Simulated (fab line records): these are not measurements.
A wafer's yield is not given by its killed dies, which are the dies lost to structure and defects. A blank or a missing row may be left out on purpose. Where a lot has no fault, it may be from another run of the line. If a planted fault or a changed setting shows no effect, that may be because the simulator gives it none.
Comparing a struck lot with a sound one | flow sky130 | 15 steps out of a route of 708
Sound: the wafers L495.1, L495.2, L495.3. Wafers struck: L491.3, L491.4, L491.5. The cause comes at the end.
Order at every step that has rows: each side's tool, ch and its chambers, its first start. Under that, the readings that differ: sound wafers | struck wafers | difference of the means | sigmas: that difference in standard deviations of wafers without a fault.
alike: a reading whose means differ by less than 2 such deviations, as well as words and numbers matching on both sides. not compared: withheld readings; readings where some wafer has no value; bounds like >300 that might hide an equal value; numbers whose values overlap and for which the record gives no deviation.
The two part at a step that has a row with sigmas, a row that says differs or no value, or rows on one side only. Non-overlapping numbers with no deviation appear without sigmas and do not part them. A reading that every wafer of one side lacks parts them only if that side has two wafers or more.

first, 3 steps without rows for these wafers: SKY_LDD_LDN_EXPOSE_04 (exposes mask LDNTM, target cd 700 nm); SKY_LDD_LDN_PEB_05; SKY_LDD_LDN_DEVELOP_06 (develop time 60 s).
SKY_LDD_LDN_OVL_MEAS_07:
  struck on overlay-02, day 27 19:47; sound on overlay-02, day 29 08:44
  alike: LDD_LDN_OVL
then, 4 steps without rows for these wafers: SKY_LDD_LDN_IMPLANT_08; SKY_LDD_LDN_IMPLANT_09; SKY_LDD_LDN_IMPLANT_10; SKY_LDD_LDN_IMPLANT_11.
SKY_LDD_LDN_STRIP_12: strips in O2/N2.
  sound on plasma-asher-03 ch 0,1, day 29 09:22; struck on plasma-asher-03 ch 0,1, day 27 20:27
  alike: chamber-pressure-mTorr, drypump-motor-current-A, n2-flow-sccm, oes-product-au, strip-time-to-endpoint-s
  not compared: rf-hours-counter-h
SKY_LDD_LDN_TW_MEAS_13:
  struck on film-metro-04, day 27 20:32; sound on film-metro-02, day 29 09:28
  alike: LDD_LDN_TW
then, 2 steps without rows for these wafers: SKY_LDD_LDN_CLEAN_14 (cleans in SC1/SC2, time 150 s); SKY_SPACER_CVD_00 (deposits Si3N4 from DCS/NH3, target thk 43.1 nm, time 740 s).
SKY_SPACER_THK_MEAS_01:
  struck on film-metro-04, day 27 22:17; sound on film-metro-03, day 29 13:02
  reading                | sound          | struck         | difference | sigmas
  SPACER_CVD_00_THK (nm) | 43.5 43.2 43.5 | 44.6 44.3 43.9 | +0.9       | +3
  not compared: hold
SKY_SPACER_ETCHBACK_02: etches Si3N4 in CH3F/O2, stops on SiO2, time 46.7 s, target depth 45 nm.
  sound on rie-diel-01 ch 0,2,3, day 29 13:05; struck on rie-diel-04 ch 1,2,3, day 28 02:08
  reading | sound | struck                                                                     | difference                   | sigmas
  hold    | - - - | await-dispo/3.8h/release await-dispo/3.8h/release await-dispo/3.8h/release | no value on the sound wafers |
  alike: O2_flow_sccm, chamber-pressure-mTorr, drypump-motor-current-A, oes-product-au, throttle-valve-pct
  not compared: rf-hours-counter-h
SKY_PAD_OPEN_PROBE_99:
  the record holds rows for the sound wafers here (prober-02, day 49 17:37) but none for the struck ones

## WHERE THEY PART
First at SKY_SPACER_THK_MEAS_01; last, within this record, at SKY_PAD_OPEN_PROBE_99.

WHY: whatever the simulator had introduced
Metrology matching offset: film-metro-04, from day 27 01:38 on, at SKY_SPACER_THK_MEAS_01. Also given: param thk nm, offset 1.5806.
